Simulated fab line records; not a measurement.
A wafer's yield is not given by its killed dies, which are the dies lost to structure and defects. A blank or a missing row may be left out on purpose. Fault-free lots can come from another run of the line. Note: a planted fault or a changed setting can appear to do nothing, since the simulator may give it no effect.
One fault seen from 2 desks | flow sky130 | each desk holds nothing but its own numbers, with what lay behind them at the end

DESK OF THE TOOL OWNER: pvd_sputter-01
At SKY_METAL5_SPUTTER_04 (material TiN, target thk 70 nm, time 58.3 s) the tool's own readings: per lot run on this tool, the mean of the sampled wafers that have a number. The brackets show how far a lot's mean lies from the usual mean; more than 4 standard deviations puts the lot out of limits, marked OUT.
Columns: A = throttle_valve_pct at SKY_METAL5_SPUTTER_04, usual 30.2 %
lot  | first seen here | A
L506 | day 42 15:20    | 30.0
L514 | day 45 08:13    | 30.0
L515 | day 45 09:59    | 31.0
L517 | day 46 05:38    | 29.8
L520 | day 46 17:31    | 30.6
L525 | day 48 01:13    | 31.0
Result from this desk: across the 6 lots, nothing is out of limits.

FROM THE METROLOGY DESK
What the gauges read for every lot (on any tool): the sampled wafers with a number, averaged. The brackets show how far a lot's mean lies from the usual mean; more than 4 standard deviations puts the lot out of limits, marked OUT.
Columns: A = METAL5_ALCU_RS at SKY_METAL5_RS_MEAS_05, usual 0.02724 ohm/sq; B = METAL5_ALCU_THK at SKY_METAL5_THK_MEAS_06, usual 1143 nm; C = PASSIVATION_CVD_02_THK at SKY_PASSIVATION_THK_MEAS_03, usual 538 nm
lot  | first seen here | A       | B    | C
L506 | day 42 15:23    | 0.02734 | 1131 | 540
L507 | day 43 01:05    | 0.02762 | 1122 | 542
L514 | day 45 08:17    | 0.02697 | 1156 | 539
L515 | day 45 10:04    | 0.02742 | 1136 | 543
L516 | day 45 21:41    | 0.02722 | 1142 | 537
L517 | day 46 05:41    | 0.02705 | 1155 | 542
L518 | day 46 10:16    | 0.02725 | 1144 | 546
L520 | day 46 17:35    | 0.02751 | 1139 | 535
L525 | day 48 01:17    | 0.02747 | 1165 | 548
L529 | day 48 19:10    | 0.02676 | 1162 | 533
Result from this desk: across the 10 lots, nothing is out of limits.

BROUGHT TOGETHER
Nothing out of limits was seen by the tool owner's desk.
The metrology desk saw nothing out of limits.

WHAT HAD BEEN PUT IN BY THE SIMULATOR
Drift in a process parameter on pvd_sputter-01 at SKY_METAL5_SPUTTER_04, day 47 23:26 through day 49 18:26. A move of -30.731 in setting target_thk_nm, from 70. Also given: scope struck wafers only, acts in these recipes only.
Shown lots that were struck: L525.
